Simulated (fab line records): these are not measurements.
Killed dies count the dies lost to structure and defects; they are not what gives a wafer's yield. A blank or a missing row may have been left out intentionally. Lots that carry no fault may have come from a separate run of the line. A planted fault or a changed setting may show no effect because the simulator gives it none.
Which tool was responsible? :: flow sfq_line :: Sampling: 14 lots, 42 wafers, 3 of 325 route steps

WHAT THE GAUGES SHOWED, per wafer
SFQ_I6_BOW_MEAS_941. Usual: I6_BOW 4 um, standard deviation 10.
lot: L750
measured: day 72 11:28
on: film_metro-02
I6_BOW (um): -13 -13 -17
flag: 

lot: L751
measured: day 72 12:10
on: film_metro-03
I6_BOW (um): 8 8 23
flag: 

lot: L752
measured: day 72 14:32
on: film_metro-02
I6_BOW (um): 5 -1 -5
flag: 

lot: L756
measured: day 73 06:04
on: film_metro-03
I6_BOW (um): -4 1 3
flag: 

lot: L757
measured: day 73 09:41
on: film_metro-02
I6_BOW (um): -1 9 5
flag: 

lot: L758
measured: day 73 19:22
on: film_metro-02
I6_BOW (um): -12 -2 -14
flag: 

lot: L759
measured: day 74 15:55
on: film_metro-01
I6_BOW (um): -1 7 -3
flag: 

lot: L760
measured: day 75 14:53
on: film_metro-02
I6_BOW (um): 5 22 12
flag: 

lot: L762
measured: day 76 02:19
on: film_metro-03
I6_BOW (um): 20 14 27
flag: 

lot: L763
measured: day 76 11:16
on: film_metro-03
I6_BOW (um): 0 -12 3
flag: 

lot: L765
measured: day 76 18:15
on: film_metro-01
I6_BOW (um): -24 -27 -26
flag: 

lot: L771
measured: day 78 07:05
on: film_metro-03
I6_BOW (um): -2 -4 3
flag: 

lot: L772
measured: day 78 10:04
on: film_metro-03
I6_BOW (um): 10 18 4
flag: 

lot: L773
measured: day 78 13:05
on: film_metro-02
I6_BOW (um): 12 7 15
flag: 

WHAT TOOL EACH LOT RAN ON (gives the tool, then ch and the chambers of the sampled wafers, and finally the start)
lot: L750
SFQ_TRILAYER_M5_BARC_OPEN_METAL_ETCH_161: rie_metal-02 ch 0,1, day 57 12:10
SFQ_TRILAYER_M6_BARC_OPEN_METAL_ETCH_206: rie_metal-02 ch 0,1, day 72 05:36

lot: L751
SFQ_TRILAYER_M5_BARC_OPEN_METAL_ETCH_161: rie_metal-02 ch 0,1, day 57 19:23
SFQ_TRILAYER_M6_BARC_OPEN_METAL_ETCH_206: rie_metal-02 ch 0,1, day 72 08:05

lot: L752
SFQ_TRILAYER_M5_BARC_OPEN_METAL_ETCH_161: rie_metal-02 ch 1, day 57 21:46
SFQ_TRILAYER_M6_BARC_OPEN_METAL_ETCH_206: rie_metal-03 ch 0, day 72 10:28

lot: L756
SFQ_TRILAYER_M5_BARC_OPEN_METAL_ETCH_161: rie_metal-02 ch 0,1, day 58 10:58
SFQ_TRILAYER_M6_BARC_OPEN_METAL_ETCH_206: rie_metal-02 ch 0, day 73 02:00

lot: L757
SFQ_TRILAYER_M5_BARC_OPEN_METAL_ETCH_161: rie_metal-02 ch 0,1, day 58 14:35
SFQ_TRILAYER_M6_BARC_OPEN_METAL_ETCH_206: rie_metal-03 ch 0,1, day 73 05:37

lot: L758
SFQ_TRILAYER_M5_BARC_OPEN_METAL_ETCH_161: rie_metal-02 ch 0,1, day 58 18:10
SFQ_TRILAYER_M6_BARC_OPEN_METAL_ETCH_206: rie_metal-03 ch 0,1, day 73 15:19

lot: L759
SFQ_TRILAYER_M5_BARC_OPEN_METAL_ETCH_161: rie_metal-02 ch 0, day 59 19:23
SFQ_TRILAYER_M6_BARC_OPEN_METAL_ETCH_206: rie_metal-03 ch 0,1, day 74 11:51

lot: L760
SFQ_TRILAYER_M5_BARC_OPEN_METAL_ETCH_161: rie_metal-01 ch 0,1, day 60 20:07
SFQ_TRILAYER_M6_BARC_OPEN_METAL_ETCH_206: rie_metal-02 ch 0,1, day 75 10:39

lot: L762
SFQ_TRILAYER_M5_BARC_OPEN_METAL_ETCH_161: rie_metal-03 ch 0,1, day 60 23:44
SFQ_TRILAYER_M6_BARC_OPEN_METAL_ETCH_206: rie_metal-03 ch 0,1, day 75 21:35

lot: L763
SFQ_TRILAYER_M5_BARC_OPEN_METAL_ETCH_161: rie_metal-02 ch 0,1, day 61 03:19
SFQ_TRILAYER_M6_BARC_OPEN_METAL_ETCH_206: rie_metal-02 ch 0,1, day 76 02:30

lot: L765
SFQ_TRILAYER_M5_BARC_OPEN_METAL_ETCH_161: rie_metal-02 ch 0,1, day 61 13:02
SFQ_TRILAYER_M6_BARC_OPEN_METAL_ETCH_206: rie_metal-02 ch 1, day 76 08:30

lot: L771
SFQ_TRILAYER_M5_BARC_OPEN_METAL_ETCH_161: rie_metal-03 ch 0,1, day 63 15:49
SFQ_TRILAYER_M6_BARC_OPEN_METAL_ETCH_206: rie_metal-02 ch 0,1, day 78 03:02

lot: L772
SFQ_TRILAYER_M5_BARC_OPEN_METAL_ETCH_161: rie_metal-01 ch 0,1, day 63 20:08
SFQ_TRILAYER_M6_BARC_OPEN_METAL_ETCH_206: rie_metal-02 ch 0,1, day 78 05:26

lot: L773
SFQ_TRILAYER_M5_BARC_OPEN_METAL_ETCH_161: rie_metal-03 ch 1, day 64 02:25
SFQ_TRILAYER_M6_BARC_OPEN_METAL_ETCH_206: rie_metal-03 ch 0,1, day 78 09:02
- SFQ_TRILAYER_M5_BARC_OPEN_METAL_ETCH_161: etches BARC in O2, target depth 125 nm, time 41.7 s.
- SFQ_TRILAYER_M6_BARC_OPEN_METAL_ETCH_206: etches BARC in O2, target depth 125 nm, time 41.7 s.

WHAT THE TOOLS THEMSELVES READ (means of the sampled wafers that have a number; where no wafer has one, the mark that the record gives instead)
SFQ_TRILAYER_M5_BARC_OPEN_METAL_ETCH_161. Usual: bias_w 79.99 W, standard deviation 0.25; drypump_motor_current_A 5.6 A, standard deviation 0.55; oes_product_au 0.685 a.u., standard deviation 0.005.
lot: L750
tool: rie_metal-02
bias_w (W): 79.88
drypump_motor_current_A (A): 5.9
oes_product_au (a.u.): 0.684
flag: 

lot: L751
tool: rie_metal-02
bias_w (W): 79.75
drypump_motor_current_A (A): 5.5
oes_product_au (a.u.): 0.682
flag: 

lot: L752
tool: rie_metal-02
bias_w (W): 79.77
drypump_motor_current_A (A): 5.1
oes_product_au (a.u.): 0.688
flag: 

lot: L756
tool: rie_metal-02
bias_w (W): 80.23
drypump_motor_current_A (A): 5.9
oes_product_au (a.u.): 0.685
flag: 

lot: L757
tool: rie_metal-02
bias_w (W): 80.20
drypump_motor_current_A (A): 5.5
oes_product_au (a.u.): 0.683
flag: 

lot: L758
tool: rie_metal-02
bias_w (W): 80.20
drypump_motor_current_A (A): 5.5
oes_product_au (a.u.): 0.685
flag: 

lot: L759
tool: rie_metal-02
bias_w (W): 80.19
drypump_motor_current_A (A): 6.3
oes_product_au (a.u.): 0.682
flag: 

lot: L760
tool: rie_metal-01
bias_w (W): 80.27
drypump_motor_current_A (A): 6.2
oes_product_au (a.u.): 0.687
flag: 

lot: L762
tool: rie_metal-03
bias_w (W): 79.80
drypump_motor_current_A (A): 5.3
oes_product_au (a.u.): 0.687
flag: 

lot: L763
tool: rie_metal-02
bias_w (W): 80.02
drypump_motor_current_A (A): 5.5
oes_product_au (a.u.): 0.686
flag: 

lot: L765
tool: rie_metal-02
bias_w (W): 79.59
drypump_motor_current_A (A): 5.5
oes_product_au (a.u.): 0.687
flag: 

lot: L771
tool: rie_metal-03
bias_w (W): 80.11
drypump_motor_current_A (A): 5.4
oes_product_au (a.u.): 0.688
flag: 

lot: L772
tool: rie_metal-01
bias_w (W): 80.01
drypump_motor_current_A (A): 5.9
oes_product_au (a.u.): 0.684
flag: 

lot: L773
tool: rie_metal-03
bias_w (W): 79.78
drypump_motor_current_A (A): 5.2
oes_product_au (a.u.): 0.688
flag: 

SFQ_TRILAYER_M6_BARC_OPEN_METAL_ETCH_206. Usual: bias_w 80.02 W, standard deviation 0.23; drypump_motor_current_A 5.6 A, standard deviation 0.49; oes_product_au 0.688 a.u., standard deviation 0.0045.
lot: L750
tool: rie_metal-02
bias_w (W): 79.99
drypump_motor_current_A (A): 5.5
oes_product_au (a.u.): 0.686
flag: 

lot: L751
tool: rie_metal-02
bias_w (W): 79.98
drypump_motor_current_A (A): 5.5
oes_product_au (a.u.): 0.691
flag: 

lot: L752
tool: rie_metal-03
bias_w (W): 80.37
drypump_motor_current_A (A): 5.5
oes_product_au (a.u.): 0.688
flag: 

lot: L756
tool: rie_metal-02
bias_w (W): 80.15
drypump_motor_current_A (A): 6.3
oes_product_au (a.u.): 0.689
flag: 

lot: L757
tool: rie_metal-03
bias_w (W): 79.94
drypump_motor_current_A (A): 5.4
oes_product_au (a.u.): 0.682
flag: 

lot: L758
tool: rie_metal-03
bias_w (W): 79.91
drypump_motor_current_A (A): 5.4
oes_product_au (a.u.): 0.685
flag: 

lot: L759
tool: rie_metal-03
bias_w (W): 80.10
drypump_motor_current_A (A): 5.4
oes_product_au (a.u.): 0.686
flag: 

lot: L760
tool: rie_metal-02
bias_w (W): 80.01
drypump_motor_current_A (A): 5.4
oes_product_au (a.u.): 0.688
flag: 

lot: L762
tool: rie_metal-03
bias_w (W): 79.56
drypump_motor_current_A (A): 5.4
oes_product_au (a.u.): 0.685
flag: 

lot: L763
tool: rie_metal-02
bias_w (W): 79.84
drypump_motor_current_A (A): 5.5
oes_product_au (a.u.): 0.688
flag: 

lot: L765
tool: rie_metal-02
bias_w (W): 80.00
drypump_motor_current_A (A): 5.1
oes_product_au (a.u.): 0.691
flag: 

lot: L771
tool: rie_metal-02
bias_w (W): 86.69
drypump_motor_current_A (A): 5.5
oes_product_au (a.u.): 0.690
flag: OFF

lot: L772
tool: rie_metal-02
bias_w (W): 86.69
drypump_motor_current_A (A): 5.9
oes_product_au (a.u.): 0.689
flag: OFF

lot: L773
tool: rie_metal-03
bias_w (W): 80.10
drypump_motor_current_A (A): 5.3
oes_product_au (a.u.): 0.697
flag: 

THE ANSWER, worked out from the rows above alone
Rule: a lot is off if the mean of its wafers that have a number lies more than 3 standard deviations from the usual mean. A lot without any number at a reading at which 4 lots or more have one is off too. The other lots that the step has rows for count as sound. Order of review: gauges by route order, followed by the tools' own readings, for which a lot's mean as printed above is used. The first step at which some lot is off is used, and at that step the reading that is off furthest; a lot without a number counts as furthest.
Off at SFQ_TRILAYER_M6_BARC_OPEN_METAL_ETCH_206 (bias_w): L771, L772.
A tool fits if, at that step or a process step before it, it ran every lot that is off, and no sound lot after the first of them. One candidate fits, namely rie_metal-02 at SFQ_TRILAYER_M6_BARC_OPEN_METAL_ETCH_206. Its last sound lot is L765 (day 76 08:30), its first lot that is off L771 (day 78 03:02): a fault that began between those two fits.
On the lots that are off, the tool's own readings at SFQ_TRILAYER_M6_BARC_OPEN_METAL_ETCH_206 differ by more than 5 times the standard deviation of the sound lots' means, which bears it out; bias_w reads 86.69 W there versus 80.00 W on the sound lots.

WHAT HAD BEEN PUT IN BY THE SIMULATOR
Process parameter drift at SFQ_TRILAYER_M6_BARC_OPEN_METAL_ETCH_206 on rie_metal-02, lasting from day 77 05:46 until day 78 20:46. The setting bias_w was moved by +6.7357, starting from 80. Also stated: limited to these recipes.
Shown lots that were struck: L771, L772. The rule above found the same.
